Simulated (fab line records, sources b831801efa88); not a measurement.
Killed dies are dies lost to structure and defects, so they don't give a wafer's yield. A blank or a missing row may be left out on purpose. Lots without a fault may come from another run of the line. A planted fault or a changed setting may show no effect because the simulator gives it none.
Which tool did it? | flow sky130 | 11 lots, 33 wafers sampled, at 2 steps of a route of 708

WHAT THE GAUGES READ, wafer by wafer
SKY_CONTACT_RS_MEAS_25: measures by four-point-probe.
lot  | measured     | on            | CONTACT_W_RS (ohm/sq)
L516 | day 32 01:43 | film_metro-02 | 0.340 0.328 0.324
L517 | day 32 17:46 | film_metro-03 | 0.328 0.342 0.341
L519 | day 33 05:22 | film_metro-02 | 0.341 0.345 0.326
L520 | day 33 18:32 | film_metro-04 | 0.338 0.336 0.336
L521 | day 33 19:34 | film_metro-04 | 0.339 0.338 0.341
L522 | day 34 16:01 | film_metro-04 | 0.335 0.324 0.335
L525 | day 35 04:52 | film_metro-04 | 0.324 0.342 0.325
L532 | day 37 01:49 | film_metro-02 | 0.340 0.336 0.339
L533 | day 37 01:58 | film_metro-04 | 0.198 0.325 0.199 0.198 0.325 0.199
L535 | day 37 22:58 | film_metro-03 | 0.341 0.340 0.338
L539 | day 39 03:16 | film_metro-03 | 0.336 0.336 0.339

WHICH TOOL RAN EACH LOT (tool, then ch and the chambers of the sampled wafers, then the start)
lot  | SKY_CONTACT_CVD_24
L516 | cvd_w-01 ch 0,1, day 32 01:36
L517 | cvd_w-01 ch 0,1, day 32 17:40
L519 | cvd_w-01 ch 0,1, day 33 05:13
L520 | cvd_w-02 ch 0,1, day 33 18:24
L521 | cvd_w-02 ch 0,1, day 33 19:28
L522 | cvd_w-01 ch 0,1, day 34 15:54
L525 | cvd_w-01 ch 0,1, day 35 04:46
L532 | cvd_w-02 ch 0,1, day 37 01:43
L533 | cvd_w-01 ch 0,1, day 37 01:52
L535 | cvd_w-02 ch 0,1, day 37 22:52
L539 | cvd_w-02 ch 0,1, day 39 03:09
- SKY_CONTACT_CVD_24: deposits W, target thk 340 nm, time 102.12 s.

THE ANSWER, worked out from the rows above alone
Rule: what is usual is taken from the lots themselves. Put in order of their means at a reading, lots are off if they are a third of the lots or fewer, leave a main group of 4 or more, and stand apart from it by a gap of 3 or more times the standard deviation of the main group's means; of several such gaps the widest counts. A main group whose means are all the same, to the digits that the tables above print for the reading, isn't used. A lot without any number at a reading at which 4 lots or more have one is off too. The other lots that the step has rows for count as sound.
Off: L533, at SKY_CONTACT_RS_MEAS_25 (CONTACT_W_RS). The main group: mean 0.336 ohm/sq, standard deviation 0.0034.
A tool fits if, at a process step before that reading, it ran every lot that is off, and no sound lot after the first of them. The gauges at SKY_CONTACT_RS_MEAS_25 are tried like those tools. Can't be told from this: 2 tools fit, cvd_w-01 at SKY_CONTACT_CVD_24, film_metro-04 at SKY_CONTACT_RS_MEAS_25.

WHAT THE SIMULATOR HAD PUT IN
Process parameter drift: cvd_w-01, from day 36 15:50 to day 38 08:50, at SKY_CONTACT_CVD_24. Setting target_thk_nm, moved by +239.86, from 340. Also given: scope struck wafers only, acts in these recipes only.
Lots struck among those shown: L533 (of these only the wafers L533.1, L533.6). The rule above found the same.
